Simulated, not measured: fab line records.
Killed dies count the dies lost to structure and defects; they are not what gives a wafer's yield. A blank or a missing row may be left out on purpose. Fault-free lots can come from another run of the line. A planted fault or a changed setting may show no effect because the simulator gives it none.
Lot-split experiment | flow sky130 | 23 wafers read from 5 lots, route of 708 steps

== ABOUT THE SPLIT ==
At SKY_SD_N_IMPLANT_09, the setting energy kev was moved away from the recipe's 50 on 12 of the 23 wafers read, by -5.7% to +2.8%. The other wafers ran this setting at the recipe's value.

== FROM THE SPLIT TO THE READING: what the file shows between them, 5 steps ==
- SKY_SD_N_IMPLANT_10
- SKY_SD_N_STRIP_11: strips in O2/N2
- SKY_SD_N_TW_MEAS_12
- SKY_SD_N_CLEAN_13: cleans in SC1/SC2, time 150 s
- SKY_SD_N_RTA_14: time 2 s

== THE READING ==
SD_N_RS, in ohm/sq, at SKY_SD_N_RS_MEAS_16 (measures by four-point-probe). A value of 68.50 ohm/sq with a standard deviation of 0.1 ohm/sq is what fault-free wafers of this fab line usually give.

wafer  | tool, chamber at the split | energy kev as run | against the recipe | SD_N_RS, ohm/sq | against lot-mates on the recipe
L074.1 | implanter-02, 0            | 47.89             | -4.2%              | 70.13           | +1.69
L074.2 | implanter-02, 0            | 50                | recipe             | 68.39           | -
L074.3 | implanter-02, 0            | 47.89             | -4.2%              | 69.88           | +1.44
L074.4 | implanter-02, 0            | 47.89             | -4.2%              | 69.97           | +1.53
L074.6 | implanter-02, 0            | 50                | recipe             | 68.50           | -
L078.1 | implanter-04, 0            | 50                | recipe             | 68.50           | -
L078.2 | implanter-04, 0            | 51.4              | +2.8%              | 67.41           | -1.02
L078.4 | implanter-04, 0            | 51.4              | +2.8%              | 67.53           | -0.89
L078.5 | implanter-04, 0            | 51.4              | +2.8%              | 67.62           | -0.80
L078.6 | implanter-04, 0            | 50                | recipe             | 68.35           | -
L081.2 | implanter-02, 0            | 50                | recipe             | 68.59           | -
L081.3 | implanter-02, 0            | 50                | recipe             | 68.67           | -
L081.6 | implanter-02, 0            | 50                | recipe             | 68.56           | -
L083.1 | implanter-02, 0            | 47.16             | -5.7%              | 70.73           | +2.07
L083.2 | implanter-02, 0            | 50                | recipe             | 68.70           | -
L083.4 | implanter-02, 0            | 50                | recipe             | 68.63           | -
L083.5 | implanter-02, 0            | 47.16             | -5.7%              | 70.75           | +2.09
L083.6 | implanter-02, 0            | 47.16             | -5.7%              | 70.65           | +1.99
L085.1 | implanter-04, 0            | 48.97             | -2.1%              | 69.18           | +0.74
L085.2 | implanter-04, 0            | 48.97             | -2.1%              | 69.28           | +0.84
L085.3 | implanter-04, 0            | 50                | recipe             | 68.44           | -
L085.4 | implanter-04, 0            | 48.97             | -2.1%              | 69.20           | +0.76
L085.6 | implanter-04, 0            | 50                | recipe             | 68.44           | -

FIT RESULTS
A straight line over all 23 wafers: SD_N_RS changes by -0.368 ohm/sq for each +1% of energy kev; r = -0.99; the points scatter about the line by 0.11 ohm/sq.
The same after taking each lot's own level away (the mean of its wafers on the recipe; 23 wafers): -0.354 ohm/sq for each +1%; r = -1.00; scatter 0.074 ohm/sq.
Per that fit: largest energy kev move, reading shift of 2 ohm/sq.
The lots' own levels span 68.425 to 68.665 ohm/sq, that is 2.4 times the standard deviation above.
Consequently the slope shifts little with the lot-to-lot level, the two slopes agreeing.
Check: with one of the wafers moved furthest among these (-5.7%) left out of the fit, the line predicts +2.04 ohm/sq for it against its lot-mates. Against them it came out at +2.07 ohm/sq.

== FURTHER SPLITS ON THESE WAFERS ==
Note: prior to the reading, these wafers also went through further splits. Each is held against what the fit with the lots' levels taken away leaves over:
other split on the same wafers     | wafers away from the commonest value | r with SD_N_RS (lot level and that fit taken away)
SKY_SD_P_DEVELOP_06 develop time s | 6                                    | +0.16
SKY_RES_XHIGH_IMPLANT_07 dose cm2  | 10                                   | +0.08
SKY_SD_N_DEVELOP_06 dev temp c     | 10                                   | -0.05

== THE WHOLE CHAIN: every reading that the file lists as answering this split, in the file's order ==
step                | what it does                 | reading                                                         | change (the file's fit)               | r (the file's)
SKY_SD_N_IMPLANT_09 |                              | implant.rp nm (the simulator's own value, which no gauge read)  | +0.266 nm for each +1% of the setting | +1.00
SKY_SD_N_IMPLANT_09 |                              | implant.drp nm (the simulator's own value, which no gauge read) | +0.106 nm for each +1% of the setting | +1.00
SKY_SD_N_STRIP_11   | strips in O2/N2              | strip time to endpoint s                                        | withheld for each +1% of the setting  | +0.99
SKY_SD_N_TW_MEAS_12 |                              | SD_N_TW                                                         | +12.5 for each +1% of the setting     | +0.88
SKY_SD_N_RS_MEAS_16 | measures by four-point-probe | SD_N_RS                                                         | -0.359 for each +1% of the setting    | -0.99

== FILE'S OWN FIT ==
SD_N_RS changes by -0.359 ohm/sq for each +1% of energy kev, r = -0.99.
